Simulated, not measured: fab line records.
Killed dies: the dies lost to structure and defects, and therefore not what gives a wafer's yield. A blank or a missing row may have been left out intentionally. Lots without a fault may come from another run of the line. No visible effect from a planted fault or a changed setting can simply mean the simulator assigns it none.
The tool behind it: which one? -- flow gf180mcu -- 12 lots with 36 wafers sampled at 5 steps, on a route of 602 steps

== WHAT EACH GAUGE READ, for each wafer ==
GF_CONTACT_THK_MEAS_01. Usual: CONTACT_CVD_00_THK typically reads 299.1 nm, with standard deviation 2.6.
lot,measured,on,CONTACT_CVD_00_THK (nm),flag
L290,day 15 09:22,filmMetro-01,294.5 296.1 296.7,
L291,day 15 14:47,filmMetro-03,300.0 301.1 297.4,
L296,day 17 22:15,filmMetro-03,302.6 256.2 258.3,OFF
L298,day 18 02:22,filmMetro-01,299.0 256.8 299.4,OFF
L300,day 18 17:50,filmMetro-01,297.2 297.5 295.7,
L305,day 20 14:28,filmMetro-03,301.6 304.2 301.2,
L306,day 20 20:31,filmMetro-01,299.6 300.2 298.8,
L307,day 21 06:39,filmMetro-03,303.3 300.5 299.7,
L308,day 21 13:02,filmMetro-01,299.2 297.6 299.2,
L310,day 22 10:00,filmMetro-03,300.7 299.3 298.9,
L311,day 22 17:57,filmMetro-03,302.6 299.7 298.4,
L313,day 23 06:40,filmMetro-03,302.1 299.2 304.0,

== WHICH TOOL RAN EACH LOT (tool, then ch and the chambers of the sampled wafers, then the start) ==
lot,GF_SAB_STRIP_13,GF_SALICIDE_SPUTTER_02,GF_SALICIDE_RTA_06,GF_CONTACT_CVD_00
L290,"plasmaAsher-04 ch 0,1, day 15 08:36","pvdSputter-01, day 15 08:47","rtpAnneal-01 ch 0, day 15 09:02","hdpcvd-02 ch 0,2, day 15 09:19"
L291,"plasmaAsher-04 ch 0,1, day 15 14:01","pvdSputter-02, day 15 14:11","rtpAnneal-02 ch 0, day 15 14:27","hdpcvd-02 ch 0,1,2, day 15 14:43"
L296,"plasmaAsher-04 ch 0,1, day 17 21:26","pvdSputter-03, day 17 21:41","rtpAnneal-02 ch 0, day 17 21:55","hdpcvd-02 ch 0,1, day 17 22:12"
L298,"plasmaAsher-01 ch 0,1, day 18 01:36","pvdSputter-01, day 18 01:47","rtpAnneal-02 ch 0, day 18 02:01","hdpcvd-02 ch 0,2, day 18 02:19"
L300,"plasmaAsher-04 ch 0,1, day 18 16:53","pvdSputter-01, day 18 17:10","rtpAnneal-01 ch 0, day 18 17:25","hdpcvd-01 ch 0,1,2, day 18 17:47"
L305,"plasmaAsher-04 ch 0,1, day 20 13:42","pvdSputter-01, day 20 13:52","rtpAnneal-01 ch 0, day 20 14:08","hdpcvd-01 ch 0,1,2, day 20 14:24"
L306,"plasmaAsher-01 ch 0,1, day 20 19:46","pvdSputter-01, day 20 19:57","rtpAnneal-02 ch 0, day 20 20:11","hdpcvd-01 ch 1,2, day 20 20:29"
L307,"plasmaAsher-01 ch 0,1, day 21 05:53","pvdSputter-01, day 21 06:05","rtpAnneal-02 ch 0, day 21 06:19","hdpcvd-02 ch 1,2, day 21 06:37"
L308,"plasmaAsher-03 ch 0,1, day 21 12:09","pvdSputter-02, day 21 12:22","rtpAnneal-01 ch 0, day 21 12:36","hdpcvd-01 ch 0,1, day 21 12:59"
L310,"plasmaAsher-03 ch 0,1, day 22 08:50","pvdSputter-03, day 22 08:59","rtpAnneal-02 ch 0, day 22 09:16","hdpcvd-01 ch 0,2, day 22 09:31"
L311,"plasmaAsher-04 ch 0,1, day 22 17:10","pvdSputter-02, day 22 17:22","rtpAnneal-01 ch 0, day 22 17:36","hdpcvd-02 ch 0,1,2, day 22 17:55"
L313,"plasmaAsher-04 ch 0,1, day 23 05:55","pvdSputter-03, day 23 06:05","rtpAnneal-02 ch 0, day 23 06:20","hdpcvd-01 ch 0,2, day 23 06:36"
- GF_SAB_STRIP_13: strips in O2/N2.
- GF_SALICIDE_SPUTTER_02: material Co, target thk 10 nm, time 20 s.
- GF_SALICIDE_RTA_06: time 30 s.
- GF_CONTACT_CVD_00: deposits SiO2, target thk 300 nm, time 50 s.

== AS READ BY THE TOOLS THEMSELVES (means over the sampled wafers that have a number; for cases with no such wafer, the mark the record gives instead) ==
GF_SAB_STRIP_13. Usual: drypumpMotorCurrentA 5.6 A, standard deviation 0.52; heaterPowerW 310 W, standard deviation 23; oesProductAu 0.710 a.u., standard deviation 0.0042; stripTimeToEndpointS 12.56 s, standard deviation 0.033.
lot,tool,drypumpMotorCurrentA (A),heaterPowerW (W),oesProductAu (a.u.),stripTimeToEndpointS (s),flag
L290,plasmaAsher-04,5.1,314,0.711,12.56,
L291,plasmaAsher-04,5.1,311,0.706,12.56,
L296,plasmaAsher-04,5.1,310,0.712,12.54,
L298,plasmaAsher-01,6.0,328,0.707,12.58,
L300,plasmaAsher-04,5.5,293,0.707,12.53,
L305,plasmaAsher-04,5.5,292,0.710,12.53,
L306,plasmaAsher-01,6.0,327,0.711,12.57,
L307,plasmaAsher-01,6.0,328,0.710,12.59,
L308,plasmaAsher-03,6.0,307,0.713,12.57,
L310,plasmaAsher-03,6.0,306,0.709,12.49,
L311,plasmaAsher-04,5.1,310,0.708,12.58,
L313,plasmaAsher-04,5.5,289,0.712,12.53,

GF_SALICIDE_SPUTTER_02. Usual: throttleValvePct reads 30.1 % (standard deviation 1).
lot,tool,throttleValvePct (%),flag
L290,pvdSputter-01,30.5,
L291,pvdSputter-02,29.9,
L296,pvdSputter-03,30.2,
L298,pvdSputter-01,30.7,
L300,pvdSputter-01,30.6,
L305,pvdSputter-01,30.5,
L306,pvdSputter-01,30.2,
L307,pvdSputter-01,30.5,
L308,pvdSputter-02,29.0,
L310,pvdSputter-03,30.6,
L311,pvdSputter-02,30.3,
L313,pvdSputter-03,28.9,

GF_SALICIDE_RTA_06. Usual: lampPowerPct 6.5 %, standard deviation 0.59; wafer_temp_C_max 533.4, standard deviation 1.2.
lot,tool,lampPowerPct (%),wafer_temp_C_max,flag
L290,rtpAnneal-01,7.2,533.5,
L291,rtpAnneal-02,6.0,532.1,
L296,rtpAnneal-02,6.0,532.5,
L298,rtpAnneal-02,6.0,532.1,
L300,rtpAnneal-01,7.2,534.1,
L305,rtpAnneal-01,7.1,534.5,
L306,rtpAnneal-02,6.0,532.5,
L307,rtpAnneal-02,6.0,532.2,
L308,rtpAnneal-01,7.2,535.4,
L310,rtpAnneal-02,6.0,532.6,
L311,rtpAnneal-01,7.2,534.9,
L313,rtpAnneal-02,6.0,532.7,

GF_CONTACT_CVD_00. Usual: sih4FlowSccm reads 60.00 sccm (standard deviation 0.18).
lot,tool,sih4FlowSccm (sccm),flag
L290,hdpcvd-02,60.11,
L291,hdpcvd-02,59.78,
L296,hdpcvd-02,54.02,OFF
L298,hdpcvd-02,56.73,OFF
L300,hdpcvd-01,59.97,
L305,hdpcvd-01,59.86,
L306,hdpcvd-01,60.14,
L307,hdpcvd-02,60.08,
L308,hdpcvd-01,59.97,
L310,hdpcvd-01,59.96,
L311,hdpcvd-02,59.91,
L313,hdpcvd-01,60.14,

== THE ANSWER, worked out from the rows above alone ==
Rule: a lot is off if the mean of its wafers that have a number lies more than 3 standard deviations from the usual mean. A lot without any number at a reading at which 4 lots or more have one is off too. Any other lot the step has rows for is counted as sound. First the gauges in route order, then the tools' own readings, where a lot's mean is used as printed above. At the first step where some lot is off, the reading lying furthest off is the one used; lots without a number count as furthest.
Off: L296, L298, at GF_CONTACT_THK_MEAS_01 (CONTACT_CVD_00_THK).
A tool fits if, at a process step before that reading, it ran every lot that is off, and no sound lot after the first of them. Not tried: the gauges at GF_CONTACT_THK_MEAS_01; whatever is off there is also off at GF_CONTACT_CVD_00, on other tools, and gauge error can't account for it. Of those tried, none fits.

== WHAT THE SIMULATOR HAD PUT IN ==
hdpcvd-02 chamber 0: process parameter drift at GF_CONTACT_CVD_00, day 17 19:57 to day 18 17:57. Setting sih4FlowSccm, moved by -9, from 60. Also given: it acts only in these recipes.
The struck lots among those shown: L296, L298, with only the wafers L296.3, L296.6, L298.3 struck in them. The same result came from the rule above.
